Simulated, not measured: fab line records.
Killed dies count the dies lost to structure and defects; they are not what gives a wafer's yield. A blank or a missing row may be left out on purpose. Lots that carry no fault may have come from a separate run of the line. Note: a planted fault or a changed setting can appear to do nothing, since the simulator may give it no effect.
fab line records	flow sfq-line
record: lots: 14	wafers: 42	last-day: 85
route steps=325 shown JJ@179 M5@206 R5@220
lots untouched by any fault: they come from a run of this same line in which no faults occurred
start-h: hours from the record's first day to the start of the lot's first wafer shown	wait-h: how many hours have passed since the lot's step before this one	" unchanged from the row above	L1.1+2: one row covering several wafers at once	- no value, or no start given	* or withheld: withheld	< > ~ a bound
route shown NAME@n: NAME is a module with steps in the file, n the number in the route of the first one	usual: mean and standard deviation over wafers with no fault	same: alike in all rows	chamber/n: place in a boat	sites: each site's reading	_std_site: their standard deviation	_edge_site: mean of outer sites minus mean of inner sites	radius-mm: how far each site lies from the wafer's centre	mask NAME#n: copy n	behind: the last tool/chamber to shape the wafer	hold: the reason the lot was held/the length of the hold in hours/how it ended	device: which transistor (n, p or np) failed to switch	end of line: tests run on the same wafers once the route is complete	for a step that has no rows: nothing shown but its recipe	killed: count of dies lost to structure and defects at first sort (not the wafer's yield)	map: the dies of a wafer, with x for killed, . for not killed, _ for no die there
set.NAME: the setting that was run; set.NAME@STEP: the one run at that earlier step	model.NAME: the simulator's own value behind a step, which no gauge read
a sample of lots followed through the steps of the route, with each step as a table and each wafer as a row
services: a tool's chamber out of use, with start hour (start-h, from the record's first day; less than 0 if before it), hours out, and reason
== steps ==
step: SFQ_TRILAYER_JJ_TRILAYER_DEP_SPUTTER_109
recipe: material: Nb	base-pressure-pa: 1.33e-06	chamber-pressure-pa: 0.1333	substrate-temp-c: 20	target-thk-nm: 150	power-w: 2000	time-s: 100
usual: base-pressure-pa: 1.32e-06/9.6e-08	cathode-dc-power-W: 2000.0/0.31	throttle-valve-pct: 30.0/1.2
lot.wafer	tool	chamber	start-h	wait-h	base-pressure-pa	cathode-dc-power-W	throttle-valve-pct
L138.1	pvd-sputter-05	-	1185.54	0.0	1.46e-06	2000.2	30.8
L138.2	"	-	"	"	1.27e-06	1999.6	28.6
L138.6	"	-	"	"	1.26e-06	2000.6	30.8
L139.2	pvd-sputter-03	-	1190.34	0.0	1.21e-06	1999.6	32.2
L139.3	"	-	"	"	1.42e-06	2000.5	29.7
L139.4	"	-	"	"	1.3e-06	2000.6	29.4
L141.2	pvd-sputter-03	-	1194.81	0.0	1.34e-06	2000.0	29.2
L141.3	"	-	"	"	1.32e-06	1999.8	29.7
L141.5	"	-	"	"	1.33e-06	2000.5	29.8
L142.2	pvd-sputter-03	-	1241.63	0.0	1.26e-06	1999.8	32.1
L142.4	"	-	"	"	1.31e-06	2000.2	29.7
L142.6	"	-	"	"	1.34e-06	1999.8	32.2
L148.3	pvd-sputter-06	-	1269.38	0.0	-	-	-
L148.4	"	-	"	"	-	-	-
L148.5	"	-	"	"	-	-	-
L149.3	pvd-sputter-05	-	1276.34	0.0	-	-	-
L149.5	"	-	"	"	-	-	-
L149.6	"	-	"	"	-	-	-
L153.1	pvd-sputter-05	-	1289.97	0.0	1.27e-06	1999.5	28.6
L153.4	"	-	"	"	1.16e-06	2000.1	30.6
L153.6	"	-	"	"	1.41e-06	2000.1	30.4
L154.3	pvd-sputter-06	-	1292.37	0.0	1.43e-06	1999.9	30.7
L154.4	"	-	"	"	1.55e-06	2000.1	28.9
L154.6	"	-	"	"	1.36e-06	2000.1	27.4
L155.2	pvd-sputter-06	-	1300.31	0.0	1.42e-06	1999.8	30.5
L155.4	"	-	"	"	1.22e-06	2000.0	28.7
L155.5	"	-	"	"	1.26e-06	2000.1	30.9
L156.4	pvd-sputter-05	-	1303.30	0.0	1.56e-06	1999.5	30.7
L156.5	"	-	"	"	1.15e-06	2000.3	30.6
L156.6	"	-	"	"	1.36e-06	1999.8	28.8
L157.1	pvd-sputter-06	-	1306.90	0.0	1.29e-06	1999.6	30.8
L157.2	"	-	"	"	1.39e-06	2000.1	31.1
L157.6	"	-	"	"	1.41e-06	2000.3	27.7
L158.2	pvd-sputter-06	-	1318.09	0.0	1.4e-06	2000.0	30.8
L158.3	"	-	"	"	1.33e-06	1999.8	30.6
L158.6	"	-	"	"	1.2e-06	2000.7	31.0
L159.1	pvd-sputter-05	-	1319.89	0.0	1.38e-06	2000.1	30.6
L159.2	"	-	"	"	1.33e-06	2000.1	30.8
L159.3	"	-	"	"	1.02e-06	2000.0	30.7
L161.1	pvd-sputter-05	-	1328.29	0.0	1.44e-06	2000.3	30.8
L161.5	"	-	"	"	1.18e-06	2000.1	30.7
L161.6	"	-	"	"	1.29e-06	2000.0	28.6
step: SFQ_TRILAYER_M5_ETCH_METAL_ETCH_126
recipe: target: Nb	stop-on: SiO2	mask-material: PR	over-etch-frac: 0.15	time-s: 203.2	chemistry: Cl2/BCl3	target-depth-nm: 265	icp-w: 600	bias-w: 80	pressure-mtorr: 10
usual: chamber-pressure-mTorr: 10.000/0.0097	drypump-motor-current-A: 5.7/0.34	oes-product-au: 0.730/0.0056
lot.wafer	tool	chamber	start-h	wait-h	chamber-pressure-mTorr	drypump-motor-current-A	oes-product-au	rf-hours-counter-h
L138.1	rie-metal-03	0	1203.64	0.0	9.991	5.2	0.731	55
L138.2	"	1	"	"	10.010	5.9	0.732	16
L138.6	"	0	"	"	10.006	5.2	0.730	-
L139.2	rie-metal-01	0	1204.84	0.0	9.991	5.9	0.728	126
L139.3	"	1	"	"	9.997	6.2	0.727	-
L139.4	"	0	"	"	10.011	5.9	0.720	-
L141.2	rie-metal-01	0	1217.63	0.0	9.997	5.9	0.729	128
L141.3	"	1	"	"	10.012	6.2	0.726	-
L141.5	"	1	"	"	10.014	6.2	0.728	-
L142.2	rie-metal-04	0	1376.86	0.0	9.992	5.8	0.721	131
L142.4	"	1	"	"	9.997	5.4	0.733	-
L142.6	"	0	"	"	9.991	5.8	0.732	-
L148.3	rie-metal-04	1	1398.53	0.1	9.996	5.5	0.371	-
L148.4	"	0	"	"	9.999	5.8	0.379	-
L148.5	"	1	"	"	10.007	5.5	0.375	-
L149.3	rie-metal-04	0	1407.05	0.1	10.002	5.8	0.375	-
L149.5	"	0	"	"	9.999	5.8	0.378	-
L149.6	"	1	"	"	10.004	5.5	0.371	-
L153.1	rie-metal-01	0	1417.79	0.0	10.007	5.9	0.731	17
L153.4	"	1	"	"	9.998	6.1	0.732	-
L153.6	"	1	"	"	9.994	6.1	0.738	-
L154.3	rie-metal-04	0	1419.05	0.1	9.988	5.8	0.731	-
L154.4	"	1	"	"	10.003	5.5	0.734	-
L154.6	"	0	"	"	10.005	5.8	0.730	-
L155.2	rie-metal-04	0	1423.79	0.0	9.992	5.8	0.722	136
L155.4	"	0	"	"	10.006	5.8	0.728	-
L155.5	"	1	"	"	10.010	5.5	0.724	-
L156.4	rie-metal-03	0	1425.05	0.1	9.993	5.2	0.727	-
L156.5	"	1	"	"	9.990	5.9	0.730	-
L156.6	"	0	"	"	9.981	5.2	0.730	-
L157.1	rie-metal-03	1	1434.59	0.0	10.014	6.0	0.735	48
L157.2	"	0	"	"	10.000	5.1	0.730	83
L157.6	"	1	"	"	9.989	6.0	0.740	-
L158.2	rie-metal-04	1	1443.24	0.1	9.985	5.5	0.735	-
L158.3	"	1	"	"	9.997	5.5	0.738	-
L158.6	"	1	"	"	9.992	5.5	0.736	-
L159.1	rie-metal-03	1	1444.31	0.0	10.003	5.9	0.731	49
L159.2	"	0	"	"	10.012	5.1	0.731	84
L159.3	"	0	"	"	10.012	5.1	0.730	-
L161.1	rie-metal-04	1	1449.17	0.1	10.015	5.5	0.730	117
L161.5	"	1	"	"	9.997	5.5	0.743	-
L161.6	"	1	"	"	10.006	5.5	0.738	-
step: SFQ_TRILAYER_R5_LITHO_EXPOSE_137
recipe: mask-id: R5	na: 0.6	source-shape: conventional	sigma-outer: 0.65	target-cd-nm: 500	dose-mj: 14.4
usual: exposure-dose-mJ-cm2: 14.399/0.016	focus-offset-nm: 0.0/0.57	sigma-outer: 0.65/0
lot.wafer	tool	chamber	start-h	wait-h	mask	exposure-dose-mJ-cm2	focus-offset-nm	sigma-outer
L138.1	krf-scanner-01	0	1347.99	-	R5#0	14.427	-0.7	0.65
L138.2	"	0	"	"	R5#0	14.418	0.5	0.65
L138.6	"	0	"	"	R5#0	14.419	-0.6	0.65
L139.2	krf-scanner-01	0	1350.59	-	R5#0	14.411	-0.5	0.65
L139.3	"	0	"	"	R5#0	14.418	0.0	0.65
L139.4	"	0	"	"	R5#0	14.428	-1.0	0.65
L141.2	krf-scanner-02	0	1356.27	-	R5#0	14.399	0.0	0.65
L141.3	"	0	"	"	R5#0	14.380	0.1	0.65
L141.5	"	0	"	"	R5#0	14.399	-1.0	0.65
L142.2	krf-scanner-01	0	1498.45	-	R5#0	14.414	0.0	0.65
L142.4	"	0	"	"	R5#0	14.401	-0.2	0.65
L142.6	"	0	"	"	R5#0	14.381	0.0	0.65
L148.3	krf-scanner-01	-	1515.45	-	R5#0	-	-	-
L148.4	"	-	"	"	R5#0	-	-	-
L148.5	"	-	"	"	R5#0	-	-	-
L149.3	krf-scanner-01	-	1521.45	-	R5#0	-	-	-
L149.5	"	-	"	"	R5#0	-	-	-
L149.6	"	-	"	"	R5#0	-	-	-
L153.1	krf-scanner-02	0	1534.37	-	R5#0	14.380	0.1	0.65
L153.4	"	0	"	"	R5#0	14.394	-0.1	0.65
L153.6	"	0	"	"	R5#0	14.408	0.4	0.65
L154.3	krf-scanner-02	0	1535.97	-	R5#0	14.394	-0.1	0.65
L154.4	"	0	"	"	R5#0	14.411	0.6	0.65
L154.6	"	0	"	"	R5#0	14.411	-0.3	0.65
L155.2	krf-scanner-02	0	1538.17	-	R5#0	14.382	-0.2	0.65
L155.4	"	0	"	"	R5#0	14.377	-1.2	0.65
L155.5	"	0	"	"	R5#0	14.400	-0.1	0.65
L156.4	krf-scanner-02	0	1540.97	-	R5#0	14.422	-0.3	0.65
L156.5	"	0	"	"	R5#0	14.397	0.4	0.65
L156.6	"	0	"	"	R5#0	14.410	0.5	0.65
L157.1	krf-scanner-02	0	1552.37	-	R5#0	14.407	-1.0	0.65
L157.2	"	0	"	"	R5#0	14.385	0.5	0.65
L157.6	"	0	"	"	R5#0	14.407	-0.6	0.65
L158.2	krf-scanner-02	0	1557.37	-	R5#0	14.390	0.3	0.65
L158.3	"	0	"	"	R5#0	14.394	0.8	0.65
L158.6	"	0	"	"	R5#0	14.385	-0.3	0.65
L159.1	krf-scanner-02	0	1558.37	-	R5#0	14.385	-0.7	0.65
L159.2	"	0	"	"	R5#0	14.396	0.4	0.65
L159.3	"	0	"	"	R5#0	14.380	-1.1	0.65
L161.1	krf-scanner-02	0	1563.17	-	R5#0	14.371	0.0	0.65
L161.5	"	0	"	"	R5#0	14.377	0.2	0.65
L161.6	"	0	"	"	R5#0	14.374	0.6	0.65
== services ==
tool	chamber	start-h	hours	kind
krf-scanner-02	-	1171.24	1.0	pm
pvd-sputter-06	-	1174.37	2.2	repair
krf-scanner-01	-	1174.72	11.6	pm
krf-scanner-01	-	1187.20	0.5	repair
krf-scanner-01	-	1191.31	1.0	pm
rie-metal-04	-	1200.38	0.2	repair
krf-scanner-02	-	1204.64	4.0	pm
krf-scanner-02	-	1208.83	1.6	repair
krf-scanner-01	-	1223.68	1.3	pm
krf-scanner-02	-	1225.26	0.2	repair
krf-scanner-02	-	1228.57	1.3	pm
krf-scanner-01	-	1271.78	0.8	pm
krf-scanner-01	-	1312.00	2.4	repair
pvd-sputter-05	-	1313.57	5.8	repair
krf-scanner-02	-	1341.09	1.0	pm
krf-scanner-02	-	1349.29	4.4	pm
pvd-sputter-06	-	1350.07	1.0	repair
rie-metal-04	-	1351.83	2.8	pm
krf-scanner-01	-	1359.99	4.4	pm
krf-scanner-01	-	1364.37	1.0	pm
krf-scanner-02	-	1402.87	0.8	pm
krf-scanner-02	-	1403.62	1.3	pm
krf-scanner-02	-	1497.30	6.2	repair
krf-scanner-02	-	1509.13	1.0	pm
== key ==
first-sign: step: SFQ_TRILAYER_JJ_TRILAYER_DEP_SPUTTER_109	reading: tool-record	direction: missing
effect: step: SFQ_TRILAYER_M5_ETCH_METAL_ETCH_126	reading: oes-product-au	direction: down	sigmas: 63	usual: 0.730	struck: 0.375
effect: step: SFQ_TRILAYER_R5_LITHO_EXPOSE_137	reading: tool-record	direction: missing
met-at SFQ_TRILAYER_JJ_TRILAYER_DEP_SPUTTER_109
struck-lots L148,L149
onset-between 1185.54 1269.38
fault: kind: skipped-step-whole	tool: pvd-sputter-05,pvd-sputter-06	chamber: -	onset-h: 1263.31	steps: SFQ_TRILAYER_JJ_TRILAYER_DEP_SPUTTER_109	scope: struck-lots-only
